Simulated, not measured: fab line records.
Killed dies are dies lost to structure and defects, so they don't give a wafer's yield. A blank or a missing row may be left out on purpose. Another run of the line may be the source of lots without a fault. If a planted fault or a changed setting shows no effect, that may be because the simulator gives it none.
fab line records -- flow sky130
record: lots: 12, wafers: 36, last-day: 49
route steps=708 shown VIA3@591 VIA4@657 PASSIVATION@682 PAD_OPEN@701
lots with no fault: from the same line, run without faults
start-h: start of the lot's first displayed wafer, in hours after the record's first day -- wait-h: hours from the lot's prior step to this one -- " the same as in the row above -- L1.1+2: a row that stands for several wafers -- - no value, or no start given -- * or withheld: withheld -- < > ~ a bound
route shown NAME@n: a module of which the file shows steps, and the number in the route of the first -- usual: mean/standard deviation taken from wafers without a fault -- same: alike in all rows -- chamber/n: place in a boat -- sites: per-site readings -- _std_site: their standard deviation -- _edge_site: the outer-site mean with the inner-site mean subtracted -- radius-mm: how far each site lies from the wafer's centre -- mask NAME#n: copy n -- behind: the most recent tool/chamber to have shaped the wafer -- hold: what put the lot on hold/how long, in hours/how the hold closed -- device: transistor that didn't switch, given as n, p or np -- end of line: the tests these same wafers got at the end of their route -- where a step has no rows: the recipe by itself -- killed: at the first sort, the dies lost to defects and structure; wafer yield is something else -- map: shows each die of a wafer: x if killed, . if not, _ if none is there
set.NAME: the setting that was run; set.NAME@STEP: the one run at that earlier step -- model.NAME: the simulator's own value behind a step, which no gauge read
steps of the route over a sample of lots; a table a step, a row a wafer
services: the hour from which a tool's chamber was out of use, counted from the record's first day as start-h (under 0 if before that day), plus the number of hours and why
== steps ==
step: SKY_VIA3_CLEAN_18
recipe: chemistry: IPA, time-s: 180, temp-c: 25
usual: temp-c: 25.00/0.11
lot.wafer,tool,chamber,start-h,wait-h,temp-c
L969.1,wet-bench-04,1,926.95,0.0,25.13
L969.4,wet-bench-04,1,926.95,0.0,25.05
L969.5,wet-bench-04,1,926.95,0.0,25.00
L970.1,wet-bench-01,0,939.40,0.0,25.16
L970.3,wet-bench-01,0,939.40,0.0,25.25
L970.4,wet-bench-01,0,939.40,0.0,25.20
L971.1,wet-bench-01,2,947.12,0.0,25.05
L971.3,wet-bench-01,2,947.12,0.0,24.91
L971.6,wet-bench-01,2,947.12,0.0,24.91
L974.1,wet-bench-01,1,967.95,0.0,25.15
L974.2,wet-bench-01,1,967.95,0.0,24.92
L974.4,wet-bench-01,1,967.95,0.0,24.96
L972.1,wet-bench-02,2,968.29,0.0,24.91
L972.2,wet-bench-02,2,968.29,0.0,24.97
L972.6,wet-bench-02,2,968.29,0.0,24.87
L973.3,wet-bench-02,3,971.19,0.0,25.02
L973.4,wet-bench-02,3,971.19,0.0,25.07
L973.5,wet-bench-02,3,971.19,0.0,24.75
L976.1,wet-bench-02,1,983.41,0.0,25.01
L976.4,wet-bench-02,1,983.41,0.0,25.05
L976.6,wet-bench-02,1,983.41,0.0,24.99
L978.1,wet-bench-02,3,995.57,0.0,25.16
L978.3,wet-bench-02,3,995.57,0.0,25.10
L978.5,wet-bench-02,3,995.57,0.0,25.05
L980.3,wet-bench-01,3,1009.67,0.0,24.93
L980.4,wet-bench-01,3,1009.67,0.0,25.00
L980.5,wet-bench-01,3,1009.67,0.0,24.96
L981.1,wet-bench-01,0,1018.22,0.0,24.95
L981.2,wet-bench-01,0,1018.22,0.0,25.21
L981.4,wet-bench-01,0,1018.22,0.0,25.01
L984.1,wet-bench-02,1,1035.40,0.0,25.08
L984.3,wet-bench-02,1,1035.40,0.0,25.03
L984.5,wet-bench-02,1,1035.40,0.0,24.97
L986.1,wet-bench-02,2,1051.04,0.0,24.90
L986.3,wet-bench-02,2,1051.04,0.0,24.95
L986.5,wet-bench-02,2,1051.04,0.0,25.01
step: SKY_VIA4_CVD_18
recipe: material: W, target-thk-nm: 505, time-s: 152.14, temp-c: 400, pressure-torr: 40
usual: heater-power-w: 825/48, susceptor-temp-C: 400.00/0.2
lot.wafer,tool,chamber,start-h,wait-h,heater-power-w,susceptor-temp-C
L969.1,cvd-w-02,0,1004.65,0.0,848,400.14
L969.4,cvd-w-02,0,1004.65,0.0,833,400.16
L969.5,cvd-w-02,1,1004.65,0.0,888,400.23
L970.1,cvd-w-01,1,1015.22,0.0,789,400.07
L970.3,cvd-w-01,0,1015.22,0.0,760,399.91
L970.4,cvd-w-01,1,1015.22,0.0,794,400.04
L971.1,cvd-w-01,1,1022.52,0.0,792,400.18
L971.3,cvd-w-01,0,1022.52,0.0,778,400.36
L971.6,cvd-w-01,0,1022.52,0.0,789,400.17
L974.1,cvd-w-01,1,1039.97,0.0,772,399.99
L974.2,cvd-w-01,0,1039.97,0.0,773,399.96
L974.4,cvd-w-01,1,1039.97,0.0,790,400.00
L972.1,cvd-w-01,0,1040.70,0.0,763,399.66
L972.2,cvd-w-01,1,1040.70,0.0,795,399.81
L972.6,cvd-w-01,1,1040.70,0.0,800,399.97
L973.3,cvd-w-02,1,1044.63,0.1,883,399.99
L973.4,cvd-w-02,0,1044.63,0.1,838,400.04
L973.5,cvd-w-02,1,1044.63,0.1,897,399.95
L976.1,cvd-w-01,1,1056.15,0.0,805,399.93
L976.4,cvd-w-01,1,1056.15,0.0,794,399.52
L976.6,cvd-w-01,0,1056.15,0.0,769,400.20
L978.1,cvd-w-01,0,1067.60,0.0,767,400.08
L978.3,cvd-w-01,0,1067.60,0.0,754,399.73
L978.5,cvd-w-01,1,1067.60,0.0,785,400.09
L980.3,cvd-w-02,0,1079.69,0.1,856,399.99
L980.4,cvd-w-02,1,1079.69,0.1,886,400.25
L980.5,cvd-w-02,1,1079.69,0.1,895,400.27
L981.1,cvd-w-02,1,1086.99,0.0,881,400.16
L981.2,cvd-w-02,0,1086.99,0.0,878,399.60
L981.4,cvd-w-02,1,1086.99,0.0,889,399.78
L984.1,cvd-w-02,0,1103.17,0.0,847,400.02
L984.3,cvd-w-02,1,1103.17,0.0,882,399.98
L984.5,cvd-w-02,0,1103.17,0.0,840,399.86
L986.1,cvd-w-01,1,1118.66,0.0,802,400.14
L986.3,cvd-w-01,0,1118.66,0.0,757,400.11
L986.5,cvd-w-01,0,1118.66,0.0,764,399.87
step: SKY_PASSIVATION_THK_MEAS_01
recipe: reads: SiO2_of_PASSIVATION_CVD_00
usual: PASSIVATION_CVD_00_THK: 89.9/1.3
lot.wafer,tool,chamber,start-h,wait-h,PASSIVATION_CVD_00_THK[nm]
L969.1,film-metro-03,-,1029.11,-,88.4
L969.4,film-metro-03,-,1029.11,-,89.6
L969.5,film-metro-03,-,1029.11,-,89.5
L970.1,film-metro-04,-,1039.79,-,91.1
L970.3,film-metro-04,-,1039.79,-,89.3
L970.4,film-metro-04,-,1039.79,-,91.7
L971.1,film-metro-03,-,1046.84,-,89.4
L971.3,film-metro-03,-,1046.84,-,89.5
L971.6,film-metro-03,-,1046.84,-,91.3
L974.1,film-metro-04,-,1064.30,-,89.1
L974.2,film-metro-04,-,1064.30,-,88.8
L974.4,film-metro-04,-,1064.30,-,89.8
L972.1,film-metro-01,-,1064.39,-,88.0
L972.2,film-metro-01,-,1064.39,-,88.2
L972.6,film-metro-01,-,1064.39,-,89.5
L973.3,film-metro-04,-,1067.98,-,90.1
L973.4,film-metro-04,-,1067.98,-,91.0
L973.5,film-metro-04,-,1067.98,-,91.6
L976.1,film-metro-04,-,1078.74,-,88.3
L976.4,film-metro-04,-,1078.74,-,90.4
L976.6,film-metro-04,-,1078.74,-,90.4
L978.1,film-metro-03,-,1090.11,-,88.5
L978.3,film-metro-03,-,1090.11,-,89.5
L978.5,film-metro-03,-,1090.11,-,90.2
L980.3,film-metro-03,-,1102.60,-,87.2
L980.4,film-metro-03,-,1102.60,-,91.2
L980.5,film-metro-03,-,1102.60,-,89.0
L981.1,film-metro-03,-,1109.24,-,90.9
L981.2,film-metro-03,-,1109.24,-,90.3
L981.4,film-metro-03,-,1109.24,-,91.9
L984.1,film-metro-03,-,1125.27,-,90.7
L984.3,film-metro-03,-,1125.27,-,90.7
L984.5,film-metro-03,-,1125.27,-,92.2
L986.1,film-metro-04,-,1139.01,-,89.0
L986.3,film-metro-04,-,1139.01,-,88.5
L986.5,film-metro-04,-,1139.01,-,90.8
step: SKY_PAD_OPEN_ETCH_07
recipe: chemistry: CF4/O2, target-depth-nm: 725, stop-on: AlCu, source-w: 800, bias-w: 150, pressure-mtorr: 150, cf4-flow-sccm: 80, O2_flow_sccm: 10, time-s: 161.1
usual: drypump-motor-current-A: 5.6/0.44, oes-product-au: 0.979/0.0064, throttle-valve-pct: 5.964/0.0087
lot.wafer,tool,chamber,start-h,wait-h,drypump-motor-current-A,oes-product-au,rf-hours-counter-h,throttle-valve-pct
L969.1,rie-diel-02,0,1073.13,-,5.1,0.973,15,5.984
L969.4,rie-diel-02,3,1073.13,-,5.9,0.982,-,5.965
L969.5,rie-diel-02,0,1073.13,-,5.1,0.980,-,5.961
L970.1,rie-diel-02,0,1082.97,-,5.1,0.979,15,5.974
L970.3,rie-diel-02,0,1082.97,-,5.1,0.983,-,5.960
L970.4,rie-diel-02,1,1082.97,-,5.5,0.982,-,5.970
L971.1,rie-diel-03,3,1089.63,-,5.6,0.976,18,5.966
L971.3,rie-diel-03,1,1089.63,-,4.9,0.970,16,5.958
L971.6,rie-diel-03,2,1089.63,-,6.2,0.982,-,5.969
L974.1,rie-diel-02,1,1105.91,-,5.5,0.978,19,5.951
L974.2,rie-diel-02,2,1105.91,-,5.3,0.986,1,5.957
L974.4,rie-diel-02,0,1105.91,-,5.1,0.976,16,5.964
L972.1,rie-diel-04,0,1106.33,-,5.1,0.982,16,5.969
L972.2,rie-diel-04,3,1106.33,-,6.3,0.965,14,5.967
L972.6,rie-diel-04,0,1106.33,-,5.1,0.975,-,5.961
L973.3,rie-diel-03,1,1108.68,-,4.9,0.979,17,5.957
L973.4,rie-diel-03,0,1108.68,-,6.3,1.004,9,5.955
L973.5,rie-diel-03,0,1108.68,-,6.3,0.984,-,5.967
L976.1,rie-diel-03,2,1119.78,-,6.3,0.977,23,5.966
L976.4,rie-diel-03,3,1119.78,-,5.6,0.983,19,5.979
L976.6,rie-diel-03,3,1119.78,-,5.6,0.983,-,5.949
L978.1,rie-diel-04,3,1129.16,-,6.2,0.972,14,5.963
L978.3,rie-diel-04,0,1129.16,-,5.1,0.979,17,5.954
L978.5,rie-diel-04,3,1129.16,-,6.3,0.991,-,5.963
L980.3,rie-diel-03,1,1141.42,-,4.9,0.963,18,5.956
L980.4,rie-diel-03,3,1141.42,-,5.6,0.980,20,5.963
L980.5,rie-diel-03,2,1141.42,-,6.2,0.973,-,5.963
L981.1,rie-diel-03,1,1147.31,-,4.9,0.971,18,5.970
L981.2,rie-diel-03,3,1147.31,-,5.6,0.969,21,5.962
L981.4,rie-diel-03,0,1147.31,-,6.2,0.988,11,5.968
L984.1,rie-diel-04,3,1163.02,-,6.3,0.987,16,5.961
L984.3,rie-diel-04,1,1163.02,-,5.4,0.971,23,5.962
L984.5,rie-diel-04,1,1163.02,-,5.4,0.987,-,5.970
L986.1,rie-diel-03,0,1175.81,-,6.3,0.979,12,5.961
L986.3,rie-diel-03,2,1175.81,-,6.2,0.971,25,5.950
L986.5,rie-diel-03,2,1175.81,-,6.2,0.984,-,5.962
step: SKY_PAD_OPEN_PROBE_99
usual: defect-limited-yield: 83.0/2, killed_at_M0_to_M3: 43/7.1, killed_at_M4_up: 3.1/1.7, killed-at-contacts: 23/5.1, killed-at-front-end: 14/4.4, killed-at-other: 0.3/0.47, killed-dies: 84/9.9, killed-open: 45/6.6, killed-short: 38/6.8, sort_bin_3_pad_short: 0.8/0.4, sort_bin_5_function: 10.1/1.4, sort_bin_6_memory: 6.1/1.2, sort-n-pass: 408/9.9, sort-yield-pct: 83.0/2
same: gross-dies: 492, killed-at-back-side: 0, sort_bin_4_leakage[%]: 0, sort_bin_8_speed[%]: 0
lot.wafer,tool,chamber,start-h,wait-h,defect-limited-yield[%],killed_at_M0_to_M3,killed_at_M4_up,killed-at-contacts,killed-at-front-end,killed-at-other,killed-dies,killed-open,killed-short,sort_bin_3_pad_short[%],sort_bin_5_function[%],sort_bin_6_memory[%],sort-n-pass,sort-yield-pct[%]
L969.1,prober-02,-,1075.45,0.1,84.1,44,3,22,9,0,78,39,39,0.6,10.6,4.7,414,84.1
L969.4,prober-02,-,1075.60,0.2,84.8,39,1,22,13,0,75,38,37,0.2,8.7,6.3,417,84.8
L969.5,prober-02,-,1075.65,0.2,85.6,38,1,18,14,0,71,48,23,0.2,9.6,4.7,421,85.6
L971.1,prober-02,-,1091.95,0.1,84.3,43,1,23,10,0,77,50,27,1.0,9.3,5.3,415,84.3
L971.3,prober-02,-,1092.05,0.2,81.7,43,1,22,23,1,90,52,38,0.8,10.0,7.5,402,81.7
L971.6,prober-02,-,1092.20,0.2,81.3,41,1,23,26,1,92,47,45,1.2,12.2,5.3,400,81.3
L972.1,prober-02,-,1109.77,0.1,82.1,43,3,26,16,0,88,45,43,0.8,10.8,6.3,404,82.1
L972.2,prober-02,-,1109.82,0.1,81.9,54,2,18,15,0,89,44,45,0.8,10.6,6.7,403,81.9
L972.6,prober-02,-,1110.02,0.2,82.7,44,2,21,16,2,85,44,41,0.8,9.8,6.7,407,82.7
L984.1,prober-02,-,1165.38,0.1,83.1,49,2,22,10,0,83,41,42,0.6,11.4,4.9,409,83.1
L984.3,prober-02,-,1165.48,0.2,80.7,51,2,25,17,0,95,49,46,1.4,10.6,7.3,397,80.7
L984.5,prober-02,-,1165.58,0.2,85.8,35,2,20,12,1,70,44,26,0.2,8.3,5.7,422,85.8
L986.1,prober-01,-,1178.18,0.1,70.9,105,3,25,10,0,143,53,35,3.9,15.2,10.0,349,70.9
L986.3,prober-01,-,1178.28,0.2,73.2,102,3,18,9,0,132,45,29,2.8,16.5,7.5,360,73.2
L986.5,prober-01,-,1178.38,0.2,77.0,82,2,18,11,0,113,31,33,4.7,14.2,4.1,379,77.0
killed by level:class
L969.1 VIA1:geometric-particle:open=8 METAL2:geometric-particle:short=8 LI_CONTACT:geometric-particle:open=5 CONTACT:geometric-particle:open=5 VIA3:geometric-particle:open=5 LOCAL_INTERCONNECT:geometric-particle:short=4 LI_CONTACT:geometric-particle:short=4 VIA2:geometric-particle:open=4
L969.4 CONTACT:geometric-particle:open=8 VIA2:geometric-particle:open=8 METAL2:geometric-particle:short=7 METAL1:geometric-particle:short=6 VIA1:geometric-particle:open=6 POLY_GATE:geometric-particle:short=4 LI_CONTACT:geometric-particle:open=4 LOCAL_INTERCONNECT:geometric-particle:short=4
L969.5 VIA1:geometric-particle:open=10 CONTACT:geometric-particle:open=7 POLY_GATE:geometric-particle:open=6 METAL2:geometric-particle:short=6 VIA3:geometric-particle:open=6 LI_CONTACT:geometric-particle:open=5 VIA2:geometric-particle:open=5 VIA1:geometric-particle:short=4
L971.1 METAL2:geometric-particle:short=10 VIA1:geometric-particle:open=9 LI_CONTACT:geometric-particle:open=8 CONTACT:geometric-particle:open=8 VIA2:geometric-particle:open=7 VIA3:geometric-particle:open=7 POLY_GATE:geometric-particle:open=4 LOCAL_INTERCONNECT:geometric-particle:short=4
L971.3 VIA1:geometric-particle:open=17 FIELD_ISO:geometric-particle:open=6 LI_CONTACT:geometric-particle:open=6 FIELD_ISO:geometric-particle:short=5 CONTACT:geometric-particle:open=5 VIA3:geometric-particle:open=5 POLY_GATE:geometric-particle:short=4 POLY_GATE:geometric-particle:open=4
L971.6 VIA1:geometric-particle:open=14 LOCAL_INTERCONNECT:geometric-particle:short=8 CONTACT:geometric-particle:short=7 FIELD_ISO:geometric-particle:short=6 VIA1:geometric-particle:short=6 CONTACT:geometric-particle:open=5 VIA3:geometric-particle:open=5 FIELD_ISO:geometric-particle:open=4
L972.1 CONTACT:geometric-particle:open=11 VIA1:geometric-particle:open=9 CONTACT:geometric-particle:short=7 METAL1:geometric-particle:short=7 METAL3:geometric-particle:short=7 METAL2:geometric-particle:short=5 FIELD_ISO:geometric-particle:short=4 VIA2:geometric-particle:open=4
L972.2 VIA1:geometric-particle:open=11 METAL1:geometric-particle:short=8 CONTACT:geometric-particle:open=8 VIA1:geometric-particle:short=6 METAL2:geometric-particle:short=6 VIA2:geometric-particle:open=6 VIA3:geometric-particle:open=6 VIA2:geometric-particle:short=4
L972.6 VIA1:geometric-particle:open=15 CONTACT:geometric-particle:open=13 VIA1:geometric-particle:short=10 METAL1:geometric-particle:short=6 FIELD_ISO:geometric-particle:short=4 METAL2:geometric-particle:short=4 POLY_CUT:geometric-particle:short=3 LI_CONTACT:geometric-particle:open=3
L984.1 VIA1:geometric-particle:open=11 VIA3:geometric-particle:open=9 METAL1:geometric-particle:short=7 CONTACT:geometric-particle:short=6 VIA3:geometric-particle:short=6 LI_CONTACT:geometric-particle:open=5 CONTACT:geometric-particle:open=5 FIELD_ISO:geometric-particle:short=4
L984.3 CONTACT:geometric-particle:open=8 METAL1:geometric-particle:short=7 VIA1:geometric-particle:open=7 VIA2:geometric-particle:open=7 VIA2:geometric-particle:short=7 POLY_GATE:geometric-particle:open=6 LI_CONTACT:geometric-particle:open=6 METAL2:geometric-particle:short=6
L984.5 LI_CONTACT:geometric-particle:open=8 CONTACT:geometric-particle:open=8 VIA1:geometric-particle:open=6 VIA2:geometric-particle:open=6 METAL1:geometric-particle:short=5 VIA3:geometric-particle:open=5 POLY_GATE:geometric-particle:open=4 FIELD_ISO:geometric-particle:open=3
L986.1 VIA3:unspecified=55 VIA1:geometric-particle:open=14 CONTACT:geometric-particle:short=9 CONTACT:geometric-particle:open=8 VIA2:geometric-particle:open=6 VIA3:geometric-particle:open=6 POLY_GATE:geometric-particle:open=4 LI_CONTACT:geometric-particle:open=4
L986.3 VIA3:unspecified=58 VIA3:geometric-particle:open=12 VIA1:geometric-particle:open=7 VIA3:geometric-particle:short=7 CONTACT:geometric-particle:open=6 LI_CONTACT:geometric-particle:open=5 METAL2:geometric-particle:short=4 VIA1:geometric-particle:short=4
L986.5 VIA3:unspecified=49 VIA3:geometric-particle:open=7 CONTACT:geometric-particle:short=6 VIA2:geometric-particle:open=6 CONTACT:geometric-particle:open=5 METAL1:geometric-particle:short=5 LI_CONTACT:geometric-particle:open=4 FIELD_ISO:geometric-particle:short=3
== services ==
tool,chamber,start-h,hours,kind
cvd-w-02,-,904.00,14.0,pm
rie-diel-03,1,904.94,7.0,repair
rie-diel-04,1,907.41,7.2,repair
cvd-w-02,-,918.00,14.6,pm
rie-diel-02,-,926.08,1.0,repair
rie-diel-03,0,934.01,10.5,repair
rie-diel-04,1,934.40,10.5,repair
rie-diel-02,-,943.86,4.4,repair
cvd-w-01,1,950.40,5.5,repair
rie-diel-04,3,955.07,1.9,repair
rie-diel-02,1,955.46,9.7,repair
wet-bench-01,-,962.26,4.4,pm
rie-diel-03,-,963.53,10.0,pm
cvd-w-02,-,975.06,0.7,repair
cvd-w-02,-,977.69,1.2,repair
rie-diel-02,0,985.41,3.5,repair
rie-diel-02,-,990.60,1.5,repair
rie-diel-02,-,1003.04,15.6,pm
rie-diel-03,3,1003.83,4.1,repair
rie-diel-02,0,1052.24,3.3,repair
rie-diel-02,3,1080.82,4.8,repair
rie-diel-04,2,1105.82,5.4,repair
rie-diel-04,3,1116.63,10.8,repair
rie-diel-02,0,1161.44,7.5,repair
== key ==
first-sign: step: SKY_PAD_OPEN_PROBE_99, reading: sort_bin_3_pad_short, direction: up, sigmas: 7.6, usual: 0.8, struck: 3.8
effect: step: SKY_PAD_OPEN_PROBE_99, reading: killed_at_M0_to_M3, direction: up, sigmas: 7.5, usual: 43, struck: 96
met-at SKY_VIA3_CLEAN_18
struck-lots L986
struck-wafers L986.1,L986.3,L986.5
not-acting-at SKY_VIA4_CVD_18,SKY_PASSIVATION_THK_MEAS_01,SKY_PAD_OPEN_ETCH_07
onset-between 968.29 1051.04
also-fits time
fault: kind: chamber-particle-source, tool: wet-bench-02, chamber: 2, onset-h: 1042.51, steps: SKY_VIA3_CLEAN_18, rate-per-visit-cm2: 0.95349, end-h: 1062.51
